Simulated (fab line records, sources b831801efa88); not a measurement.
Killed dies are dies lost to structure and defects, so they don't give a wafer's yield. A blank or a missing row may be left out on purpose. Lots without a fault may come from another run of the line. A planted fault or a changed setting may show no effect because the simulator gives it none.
A struck lot beside a sound one | flow sky130 | 22 steps out of a route of 708
Sound: wafers L107.4, L107.5, L107.6. Struck: wafer L101.1. (L101.4, L101.5 of the same lot were not struck and are left out.) The cause comes at the end.
At each step with rows: each side's tool, then ch and its chambers, then its first start. Under that, the readings that differ: sound wafers | struck wafers | difference of the means | sigmas: that difference in standard deviations of wafers without a fault.
alike: readings whose means differ by less than 2 such deviations, and words and numbers that are the same on both sides. not compared: withheld readings, readings that some wafer has no value for, bounds like >300 that may hide the same value, and numbers for which the record gives no deviation and whose values overlap.
The two part at a step that has a row with sigmas, a row that says differs or no value, or rows on one side only. Numbers that don't overlap but have no deviation are shown without sigmas and don't part them. A reading that every wafer of one side lacks parts them only if that side has two wafers or more.

SKY_VIA4_RS_MEAS_19: measures by four-point-probe.
  sound on film_metro-01, day 47 06:26; struck on film_metro-04, day 45 21:10
  alike: VIA4_W_RS
SKY_VIA4_THK_MEAS_20: measures by xrf.
  sound on film_metro-01, day 47 06:31; struck on film_metro-04, day 45 21:17
  reading         | sound       | struck | difference | sigmas
  VIA4_W_THK (nm) | 495 497 498 | 511    | +14        | +2
SKY_VIA4_CMP_21: polishes, stops on SiO2, t overpolish 25 s, target thk 0 nm.
  sound on cmp-02 ch 1,2, day 47 06:36; struck on cmp-01 ch 2, day 45 21:23
  reading             | sound       | struck | difference | sigmas
  motor_current_A (A) | 9.2 8.8 9.9 | 12.6   | +3.3       | +2
  alike: overpolish_run_s, time_to_endpoint_s
SKY_METAL5_SPUTTER_00: material Ti, target thk 15 nm, time 10 s.
  sound on pvd_sputter-02, day 47 06:52; struck on pvd_sputter-04, day 45 21:38
  reading                | sound          | struck | difference | sigmas
  throttle_valve_pct (%) | 33.7 30.4 31.6 | 29.0   | -2.9       | -2
SKY_METAL5_SPUTTER_01: material TiN, target thk 20 nm, time 16.7 s.
  sound on pvd_sputter-02, day 47 06:53; struck on pvd_sputter-04, day 45 21:40
  reading                | sound          | struck | difference | sigmas
  throttle_valve_pct (%) | 33.4 30.6 31.8 | 29.0   | -2.9       | -2
then, 1 step without rows for these wafers: SKY_METAL5_SPUTTER_02 (material AlCu, target thk 1150 nm, time 61.2 s).
SKY_METAL5_SPUTTER_03: material Ti, target thk 5 nm, time 3.3 s.
  sound on pvd_sputter-02, day 47 06:58; struck on pvd_sputter-04, day 45 21:44
  reading                | sound          | struck | difference | sigmas
  throttle_valve_pct (%) | 33.5 30.8 31.8 | 29.3   | -2.7       | -2
SKY_METAL5_SPUTTER_04: material TiN, target thk 70 nm, time 58.3 s.
  sound on pvd_sputter-02, day 47 06:59; struck on pvd_sputter-04, day 45 21:45
  alike: throttle_valve_pct
SKY_METAL5_RS_MEAS_05: measures by four-point-probe.
  sound on film_metro-04, day 47 07:05; struck on film_metro-01, day 45 21:48
  alike: METAL5_ALCU_RS
SKY_METAL5_THK_MEAS_06: measures by xrf.
  sound on film_metro-04, day 47 07:10; struck on film_metro-01, day 45 21:55
  alike: METAL5_ALCU_THK
then, 2 steps without rows for these wafers: SKY_METAL5_DEHYDRATE_07 (time 60 s); SKY_METAL5_HMDS_08 (prime time 60 s).
SKY_METAL5_COAT_09: resist thk 1800 nm.
  sound on litho_track-04 ch 0, day 47 16:49; struck on litho_track-01 ch 0, day 46 08:00
  reading                                     | sound          | struck | difference | sigmas
  model.NOVOLAK_of_METAL5_COAT_09.thk_nm (nm) | 1798 1795 1801 | 1901   | +103       |
then, 4 steps without rows for these wafers: SKY_METAL5_SOFTBAKE_10 (time 60 s); SKY_METAL5_EXPOSE_11 (exposes mask MM5, target cd 1600 nm); SKY_METAL5_PEB_12; SKY_METAL5_DEVELOP_13 (develop time 60 s).
SKY_METAL5_DESCUM_14: chemistry O2, time 11 s.
  sound on rie_metal-02 ch 0,1, day 48 02:49; struck on rie_metal-03 ch 0, day 46 17:44
  reading                 | sound          | struck | difference                   | sigmas
  rf_hours_counter_h (h)  | - - -          | 4      | no value on the sound wafers |
  model.METAL5.cd_nm (nm) | 1595 1593 1599 | 1611   | +15                          |
  alike: drypump_motor_current_A, oes_product_au
SKY_METAL5_METAL_ETCH_15: etches the open film in Cl2/BCl3, stops on SiO2, target depth 1260 nm, time 252 s.
  sound on rie_metal-02 ch 0,1, day 48 02:55; struck on rie_metal-03 ch 0, day 46 17:46
  reading                                     | sound          | struck | difference                   | sigmas
  rf_hours_counter_h (h)                      | - - -          | 4      | no value on the sound wafers |
  model.NOVOLAK_of_METAL5_COAT_09.thk_nm (nm) | 1038 1017 1039 | 1130   | +99                          |
  model.METAL5.cd_nm (nm)                     | 1591 1597 1595 | 1615   | +21                          |
  alike: bcl3_flow_sccm, drypump_motor_current_A, oes_product_au, throttle_valve_pct
SKY_METAL5_STRIP_16: strips in O2/N2.
  sound on plasma_asher-02 ch 0,1, day 48 03:07; struck on plasma_asher-03 ch 0, day 46 18:00
  reading                      | sound             | struck | difference                   | sigmas
  rf_hours_counter_h (h)       | - - -             | 37     | no value on the sound wafers |
  strip_time_to_endpoint_s (s) | 13.09 12.87 13.11 | 14.16  | +1.14                        | +9
  alike: drypump_motor_current_A, oes_product_au
then, 1 step without rows for these wafers: SKY_METAL5_STRIP_17 (strips in post etch residue remover, time 1200 s).
SKY_PAD_OPEN_PROBE_99:
  sound on prober-01, day 49 19:37; struck on prober-02, day 48 14:25
  reading                  | sound          | struck | difference | sigmas
  defect_limited_yield (%) | 86.8 82.9 82.5 | 77.4   | -6.7       | -4
  killed_at_M0_to_M3       | 29 44 50       | 59     | +18        | +3
  killed_at_contacts       | 17 18 16       | 29     | +12        | +2
  killed_dies              | 65 84 86       | 111    | +33        | +3
  killed_on_rim            | 17 15 18       | 25     | +8         | +2
  killed_open              | 38 45 41       | 56     | +15        | +2
  killed_short             | 27 38 45       | 55     | +18        | +3
  sort_bin_6_memory (%)    | 4.7 6.7 6.1    | 9.8    | +4.0       | +4
  sort_n_pass              | 427 408 406    | 381    | -33        | -3
  sort_yield_pct (%)       | 86.8 82.9 82.5 | 77.4   | -6.7       | -4
  alike: killed_at_M4_up, killed_at_front_end, killed_at_other, sort_bin_3_pad_short, sort_bin_5_function

WHERE THEY PART
First at SKY_VIA4_THK_MEAS_20; last, within this record, at SKY_PAD_OPEN_PROBE_99.

WHY: what the simulator had put in
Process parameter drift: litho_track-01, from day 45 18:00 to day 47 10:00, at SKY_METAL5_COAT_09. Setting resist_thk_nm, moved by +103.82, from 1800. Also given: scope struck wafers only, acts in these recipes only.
